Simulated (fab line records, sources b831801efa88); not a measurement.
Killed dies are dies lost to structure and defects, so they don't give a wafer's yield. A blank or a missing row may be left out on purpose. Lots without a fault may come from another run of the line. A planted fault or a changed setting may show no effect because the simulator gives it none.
Problem report in the 8D (eight disciplines) form, filled by code | flow sky130 | the parts of the form that need people (team, actions taken, sign-off) are left out

1. THE PROBLEM
run_length_s at SKY_POLY_CUT_SOFTBAKE_04 reads a mean of 111.00 s on 6 wafers of 2 lots; wafers without a fault read 119.13 s with a standard deviation of 0.25. That is -32 standard deviations from the usual mean.
The step: time 90 s.
First seen on wafer L734.1, day 27 10:00, on litho_track-02. The record holds 39 wafers of 13 lots with a number at this step. Rule for "out", or "out of limits": more than 4 standard deviations from the usual mean. The other wafers with a number count as sound.

2. WHAT IT IS AND WHAT IT IS NOT
question                    | is                                 | is not
which readings at this step | run_length_s, heater_power_total_W | -
which lots                  | L734, L735                         | L725, L726, L727, L729, L733, L736, L741, L742, L744, L745, L747
which wafers of those lots  | all that have a number             | -
read on which tools         | litho_track-02                     | litho_track-03, litho_track-04
when                        | from day 27 10:00                  | up to then (15 sound wafers); but 18 sound wafers of L736, L741, L742, L744, L745, L747 came after

3. SUSPECTS, AND WHAT RULES EACH OUT
Counting: a tool at a process step up to the reading stays a suspect if it ran every lot that is out and no sound lot after the first of them.
- litho_track-02 at SKY_POLY_CUT_SOFTBAKE_04 (time 90 s): ruled out as a lasting fault. Sound lots L744 ran on it after its first lot that is out, L734 (day 27 10:00).
Left after counting: nothing in the record.

4. THE CAUSE (what the simulator had put in)
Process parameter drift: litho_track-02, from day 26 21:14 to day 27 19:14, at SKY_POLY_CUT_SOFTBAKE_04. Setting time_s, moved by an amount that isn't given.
Counting ruled it out, wrongly.

5. THE CHAIN OF EFFECTS, in route order
Each row: a reading whose mean over the struck wafers that have a number lies more than 3 standard deviations from the usual. Only readings for which the record gives a usual standard deviation are gone through. hours: the time from each lot's start at the first step in this table that gives one to its start at this step, as a median over the lots. sigmas: the change in usual standard deviations.
hours | step                     | reading              | usual    | on struck wafers | change | sigmas
0     | SKY_POLY_CUT_SOFTBAKE_04 | heater_power_total_W | 57.37 W  | 59.11            | +1.74  | +16
0     | SKY_POLY_CUT_SOFTBAKE_04 | run_length_s         | 119.13 s | 111.00           | -8.12  | -32
The process steps in it:
- SKY_POLY_CUT_SOFTBAKE_04: time 90 s.
Later measuring or inspecting steps at which every struck wafer that the step has a row for has a number for every such reading, and none has moved that far: SKY_LI_CONTACT_THK_MEAS_23, SKY_LOCAL_INTERCONNECT_THK_MEAS_02.

6. WHAT WOULD HAVE CAUGHT IT SOONER
In this record the first reading out of limits was taken at day 27 10:00, 13 hours after the fault began at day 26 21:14.
